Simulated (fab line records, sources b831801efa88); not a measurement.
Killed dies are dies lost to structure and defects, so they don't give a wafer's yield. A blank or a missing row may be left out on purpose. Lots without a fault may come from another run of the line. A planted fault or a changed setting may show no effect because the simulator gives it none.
A struck lot beside a sound one | flow gf180mcu | 14 steps out of a route of 602
Sound: wafers L285.2, L285.3, L285.4. Struck: wafer L293.3. (L293.1 of the same lot was not struck and is left out.) The cause comes at the end.
At each step with rows: each side's tool, then ch and its chambers, then its first start. Under that, the readings that differ: sound wafers | struck wafers | difference of the means | sigmas: that difference in standard deviations of wafers without a fault.
alike: readings whose means differ by less than 2 such deviations, and words and numbers that are the same on both sides. not compared: withheld readings, readings that some wafer has no value for, bounds like >300 that may hide the same value, and numbers for which the record gives no deviation and whose values overlap.
The two part at a step that has a row with sigmas, a row that says differs or no value, or rows on one side only. Numbers that don't overlap but have no deviation are shown without sigmas and don't part them. A reading that every wafer of one side lacks parts them only if that side has two wafers or more.

GF_POLY_GATE_THK_MEAS_01:
  sound on film_metro-04, day 10 03:32; struck on film_metro-02, day 12 09:01
  alike: POLY_GATE_CVD_00_THK
then, 8 steps without rows for these wafers: GF_POLY_GATE_DEHYDRATE_02 (time 60 s); GF_POLY_GATE_HMDS_03 (prime time 60 s); GF_POLY_GATE_COAT_04; GF_POLY_GATE_COAT_05 (resist thk 700 nm); GF_POLY_GATE_SOFTBAKE_06 (time 60 s); GF_POLY_GATE_EXPOSE_07 (exposes mask Poly2, target cd 280 nm); GF_POLY_GATE_PEB_08 (peb time 90 s); GF_POLY_GATE_DEVELOP_09 (develop time 60 s).
GF_POLY_GATE_CD_MEAS_10: target cd 280 nm.
  sound on cd_sem-01, day 10 20:52; struck on cd_sem-01, day 13 03:48
  alike: cd_nm
GF_POLY_GATE_OVL_MEAS_11:
  sound on overlay-01, day 10 20:58; struck on overlay-01, day 13 03:55
  alike: POLY_GATE_OVL
GF_POLY_GATE_ETCH_12: etches BARC in N2/H2.
  sound on rie_diel-01 ch 0,2,3, day 10 21:00; struck on rie_diel-01 ch 1, day 13 03:57
  alike: drypump_motor_current_A, oes_product_au, rf_fwd_power_W, throttle_valve_pct
GF_POLY_GATE_ETCH_13: etches poly-Si in HBr/Cl2, stops on SiO2, target depth 198.5 nm, time 69.6 s.
  sound on rie_si-02 ch 0,1,3, day 10 21:03; struck on rie_si-01 ch 1, day 13 04:00
  reading                               | sound             | struck | difference | sigmas
  over_etch_frac                        | 0.403 0.403 0.403 | 0.3648 | -0.0382    |
  model.etch.depth_nm (nm)              | 199.3 196.4 196.2 | 192.2  | -5.1       |
  model.POLY_GATE.feature_depth_nm (nm) | 199.3 196.4 196.2 | 192.2  | -5.1       |
  alike: drypump_motor_current_A, oes_product_au, rf_fwd_power_W, throttle_valve_pct
  not compared: rf_hours_counter_h
GF_POLY_GATE_STRIP_14: strips in O2/N2.
  sound on plasma_asher-04 ch 0,1, day 10 21:07; struck on plasma_asher-02 ch 1, day 13 04:04
  alike: drypump_motor_current_A, heater_power_w, oes_product_au
  not compared: rf_hours_counter_h

WHERE THEY PART
Nowhere in this record.

WHY: what the simulator had put in
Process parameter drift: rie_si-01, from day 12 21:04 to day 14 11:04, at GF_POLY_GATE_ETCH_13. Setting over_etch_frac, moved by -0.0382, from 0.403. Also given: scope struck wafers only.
